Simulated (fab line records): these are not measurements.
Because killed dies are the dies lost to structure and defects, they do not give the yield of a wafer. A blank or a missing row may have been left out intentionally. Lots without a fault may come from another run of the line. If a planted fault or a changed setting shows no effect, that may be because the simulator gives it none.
Which tool did it? / flow sky130 / 15 lots, 45 wafers sampled, at 3 steps of a route of 708

## WHAT EACH GAUGE READ, for each wafer
SKY_CONTACT_THK_MEAS_26: measures by xrf. Usual: CONTACT_W_THK typically reads 338 nm, with standard deviation 4.9.
lot=L268; measured=day 31 18:30; on=filmMetro-02; CONTACT_W_THK (nm)=340 343 342; flag=
lot=L269; measured=day 31 21:06; on=filmMetro-02; CONTACT_W_THK (nm)=342 342 339; flag=
lot=L273; measured=day 33 05:23; on=filmMetro-02; CONTACT_W_THK (nm)=332 348 346; flag=
lot=L274; measured=day 34 15:41; on=filmMetro-01; CONTACT_W_THK (nm)=336 344 341; flag=
lot=L276; measured=day 34 16:40; on=filmMetro-03; CONTACT_W_THK (nm)=337 332 339; flag=
lot=L277; measured=day 34 19:56; on=filmMetro-01; CONTACT_W_THK (nm)=330 331 336; flag=
lot=L278; measured=day 34 23:52; on=filmMetro-03; CONTACT_W_THK (nm)=335 331 333; flag=
lot=L279; measured=day 35 02:40; on=filmMetro-02; CONTACT_W_THK (nm)=341 336 334; flag=
lot=L280; measured=day 35 12:18; on=filmMetro-03; CONTACT_W_THK (nm)=342 337 326; flag=
lot=L283; measured=day 36 06:08; on=filmMetro-03; CONTACT_W_THK (nm)=349 344 346; flag=
lot=L287; measured=day 37 14:48; on=filmMetro-03; CONTACT_W_THK (nm)=332 336 334; flag=
lot=L288; measured=day 37 18:31; on=filmMetro-03; CONTACT_W_THK (nm)=344 332 344; flag=
lot=L289; measured=day 38 03:17; on=filmMetro-02; CONTACT_W_THK (nm)=340 348 342; flag=
lot=L290; measured=day 38 10:35; on=filmMetro-01; CONTACT_W_THK (nm)=334 337 338; flag=
lot=L291; measured=day 38 16:18; on=filmMetro-02; CONTACT_W_THK (nm)=347 345 342; flag=

SKY_VIA1_BOW_MEAS_03. Usual: VIA1_BOW typically reads 80 um, with standard deviation 7.9.
lot=L268; measured=day 32 23:46; on=filmMetro-01; VIA1_BOW (um)=78 78 83; flag=
lot=L269; measured=day 33 02:26; on=filmMetro-02; VIA1_BOW (um)=72 71 71; flag=
lot=L273; measured=day 34 09:11; on=filmMetro-01; VIA1_BOW (um)=83 92 82; flag=
lot=L274; measured=day 35 19:16; on=filmMetro-02; VIA1_BOW (um)=83 79 77; flag=
lot=L276; measured=day 35 20:49; on=filmMetro-01; VIA1_BOW (um)=76 77 77; flag=
lot=L277; measured=day 36 00:14; on=filmMetro-01; VIA1_BOW (um)=77 90 85; flag=
lot=L278; measured=day 36 03:07; on=filmMetro-02; VIA1_BOW (um)=68 78 74; flag=
lot=L279; measured=day 36 06:02; on=filmMetro-01; VIA1_BOW (um)=75 76 71; flag=
lot=L280; measured=day 36 17:11; on=filmMetro-01; VIA1_BOW (um)=75 80 73; flag=
lot=L283; measured=day 37 10:20; on=filmMetro-04; VIA1_BOW (um)=71 70 74; flag=
lot=L287; measured=day 38 17:56; on=filmMetro-02; VIA1_BOW (um)=91 89 89; flag=
lot=L288; measured=day 38 22:08; on=filmMetro-01; VIA1_BOW (um)=86 80 89; flag=
lot=L289; measured=day 39 06:40; on=filmMetro-01; VIA1_BOW (um)=90 90 80; flag=
lot=L290; measured=day 39 13:51; on=filmMetro-04; VIA1_BOW (um)=71 80 76; flag=
lot=L291; measured=day 39 19:16; on=filmMetro-01; VIA1_BOW (um)=87 74 83; flag=

## WHICH TOOL RAN EACH LOT (tool, then ch and the chambers of the sampled wafers, then the start)
lot=L268; SKY_LI_CONTACT_CMP_24=cmp-01 ch 0,3, day 29 07:55
lot=L269; SKY_LI_CONTACT_CMP_24=cmp-01 ch 0,1,2, day 29 10:11
lot=L273; SKY_LI_CONTACT_CMP_24=cmp-01 ch 0,2, day 30 19:14
lot=L274; SKY_LI_CONTACT_CMP_24=cmp-01 ch 1,2,3, day 32 07:32
lot=L276; SKY_LI_CONTACT_CMP_24=cmp-01 ch 0,1,2, day 32 08:13
lot=L277; SKY_LI_CONTACT_CMP_24=cmp-01 ch 0,1,2, day 32 12:22
lot=L278; SKY_LI_CONTACT_CMP_24=cmp-02 ch 0,3, day 32 15:29
lot=L279; SKY_LI_CONTACT_CMP_24=cmp-02 ch 2,3, day 32 18:59
lot=L280; SKY_LI_CONTACT_CMP_24=cmp-02 ch 1,2, day 33 04:54
lot=L283; SKY_LI_CONTACT_CMP_24=cmp-02 ch 1,2,3, day 33 22:49
lot=L287; SKY_LI_CONTACT_CMP_24=cmp-01 ch 0,2,3, day 35 09:14
lot=L288; SKY_LI_CONTACT_CMP_24=cmp-02 ch 1,2,3, day 35 12:01
lot=L289; SKY_LI_CONTACT_CMP_24=cmp-02 ch 1,2,3, day 35 21:00
lot=L290; SKY_LI_CONTACT_CMP_24=cmp-01 ch 0,1,2, day 36 04:20
lot=L291; SKY_LI_CONTACT_CMP_24=cmp-01 ch 0,3, day 36 10:08
- SKY_LI_CONTACT_CMP_24: polishes, stops on PSG, t overpolish 20 s, target thk 0 nm.

## AS READ BY THE TOOLS THEMSELVES (means over the sampled wafers that have a number; for cases with no such wafer, the mark the record gives instead)
SKY_LI_CONTACT_CMP_24. Usual: motorCurrentA 11.1 A, standard deviation 1.2; overpolishRunS 20.001 s, standard deviation 0.0098; timeToEndpointS 98 s, standard deviation 5.3.
lot=L268; tool=cmp-01; motorCurrentA (A)=11.6; overpolishRunS (s)=20.006; timeToEndpointS (s)=93; flag=
lot=L269; tool=cmp-01; motorCurrentA (A)=11.1; overpolishRunS (s)=20.001; timeToEndpointS (s)=92; flag=
lot=L273; tool=cmp-01; motorCurrentA (A)=11.0; overpolishRunS (s)=20.003; timeToEndpointS (s)=97; flag=
lot=L274; tool=cmp-01; motorCurrentA (A)=11.1; overpolishRunS (s)=20.002; timeToEndpointS (s)=97; flag=
lot=L276; tool=cmp-01; motorCurrentA (A)=11.3; overpolishRunS (s)=19.993; timeToEndpointS (s)=94; flag=
lot=L277; tool=cmp-01; motorCurrentA (A)=10.9; overpolishRunS (s)=20.008; timeToEndpointS (s)=96; flag=
lot=L278; tool=cmp-02; motorCurrentA (A)=11.4; overpolishRunS (s)=20.006; timeToEndpointS (s)=100; flag=
lot=L279; tool=cmp-02; motorCurrentA (A)=10.4; overpolishRunS (s)=19.998; timeToEndpointS (s)=102; flag=
lot=L280; tool=cmp-02; motorCurrentA (A)=10.7; overpolishRunS (s)=20.003; timeToEndpointS (s)=105; flag=
lot=L283; tool=cmp-02; motorCurrentA (A)=10.2; overpolishRunS (s)=20.001; timeToEndpointS (s)=103; flag=
lot=L287; tool=cmp-01; motorCurrentA (A)=10.8; overpolishRunS (s)=20.008; timeToEndpointS (s)=100; flag=
lot=L288; tool=cmp-02; motorCurrentA (A)=10.5; overpolishRunS (s)=19.994; timeToEndpointS (s)=102; flag=
lot=L289; tool=cmp-02; motorCurrentA (A)=10.6; overpolishRunS (s)=19.999; timeToEndpointS (s)=96; flag=
lot=L290; tool=cmp-01; motorCurrentA (A)=11.1; overpolishRunS (s)=20.011; timeToEndpointS (s)=94; flag=
lot=L291; tool=cmp-01; motorCurrentA (A)=11.1; overpolishRunS (s)=20.003; timeToEndpointS (s)=98; flag=

## THE ANSWER, worked out from the rows above alone
Rule: a lot counts as off when the mean over its wafers that have a number is more than 3 standard deviations away from the usual mean. A lot without any number at a reading at which 4 lots or more have one is off too. Where the step has rows for the other lots, those lots are counted as sound. After the gauges, taken in route order, come the tools' own readings; for these a lot's mean is taken, as printed above. The first step at which some lot is off is used, and at that step the reading that is off furthest; a lot without a number counts as furthest.
None of the lots is off at any reading shown; this tells nothing.

## WHAT THE SIMULATOR HAD PUT IN
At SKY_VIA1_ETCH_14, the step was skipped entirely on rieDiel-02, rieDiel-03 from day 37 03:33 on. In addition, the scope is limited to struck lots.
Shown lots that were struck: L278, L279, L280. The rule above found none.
